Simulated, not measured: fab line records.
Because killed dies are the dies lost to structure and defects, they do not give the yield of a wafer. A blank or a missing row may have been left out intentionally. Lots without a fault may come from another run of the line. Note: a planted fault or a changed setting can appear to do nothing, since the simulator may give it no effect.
2 desks looking at one fault || flow gf180mcu || every desk sees just its own numbers, and what lay behind them comes last

THE METROLOGY DESK
What the gauges read, lot by lot, whatever tool the lot ran on: means of the sampled wafers that have a number. If a lot's mean is further than 4 standard deviations from the usual mean, the lot is out of limits and carries the mark OUT (the distance appears in the brackets).
Columns: A = V1_OVL at GF_V1_OVL_MEAS_15, usual 1 nm; B = V2_BOW at GF_V2_BOW_MEAS_05, usual 99 um
{"lot": "L693", "first seen here": "day 18 12:00", "A": 1, "B": 108}
{"lot": "L694", "first seen here": "day 18 12:51", "A": 0, "B": 102}
{"lot": "L696", "first seen here": "day 19 15:42", "A": 8, "B": 94}
{"lot": "L698", "first seen here": "day 20 00:00", "A": -8, "B": 99}
{"lot": "L700", "first seen here": "day 20 21:28", "A": -5, "B": 94}
{"lot": "L701", "first seen here": "day 21 06:09", "A": 8, "B": 97}
{"lot": "L702", "first seen here": "day 21 12:16", "A": -1, "B": 94}
{"lot": "L703", "first seen here": "day 21 19:21", "A": 6, "B": 103}
{"lot": "L704", "first seen here": "day 22 09:21", "A": 2, "B": 97}
{"lot": "L705", "first seen here": "day 22 13:12", "A": -5, "B": 78}
{"lot": "L713", "first seen here": "day 25 05:09", "A": 4, "B": 105}
{"lot": "L714", "first seen here": "day 25 16:00", "A": 4, "B": 105}
{"lot": "L716", "first seen here": "day 26 01:19", "A": 3, "B": 108}
Result from this desk: across the 13 lots, nothing is out of limits.

AT THE TOOL OWNER'S DESK: rie-metal-01
The tool's own readings at GF_M2_METAL_ETCH_16 (etches the open film in Cl2/BCl3, stops on SiO2, target depth 750.8 nm, time 125.1 s): means of the sampled wafers that have a number, for each lot that ran on this tool. If a lot's mean is further than 4 standard deviations from the usual mean, the lot is out of limits and carries the mark OUT (the distance appears in the brackets).
Columns: A = drypump-motor-current-A at GF_M2_METAL_ETCH_16, usual 5.65 A; B = he-backside-leak-sccm at GF_M2_METAL_ETCH_16, usual 3.3 sccm; C = oes-product-au at GF_M2_METAL_ETCH_16, usual 0.990 a.u.; D = throttle-valve-pct at GF_M2_METAL_ETCH_16, usual 28.230 %
{"lot": "L693", "first seen here": "day 19 14:21", "A": 5.45, "B": 3.4, "C": 0.990, "D": 28.230}
{"lot": "L702", "first seen here": "day 22 13:35", "A": 5.69, "B": 3.4, "C": 0.987, "D": 28.230}
{"lot": "L703", "first seen here": "day 22 20:44", "A": 5.48, "B": 3.4, "C": 0.986, "D": 28.237}
{"lot": "L704", "first seen here": "day 23 09:42", "A": 5.67, "B": 3.2, "C": 0.968, "D": 28.259}
{"lot": "L716", "first seen here": "day 27 00:39", "A": 5.26, "B": 3.4, "C": 0.981, "D": 28.243}
Result from this desk: across the 5 lots, nothing is out of limits.

PUT TOGETHER
Metrology desk: nothing out of limits seen.
The tool owner's desk saw nothing out of limits.

WHAT THE SIMULATOR PUT IN
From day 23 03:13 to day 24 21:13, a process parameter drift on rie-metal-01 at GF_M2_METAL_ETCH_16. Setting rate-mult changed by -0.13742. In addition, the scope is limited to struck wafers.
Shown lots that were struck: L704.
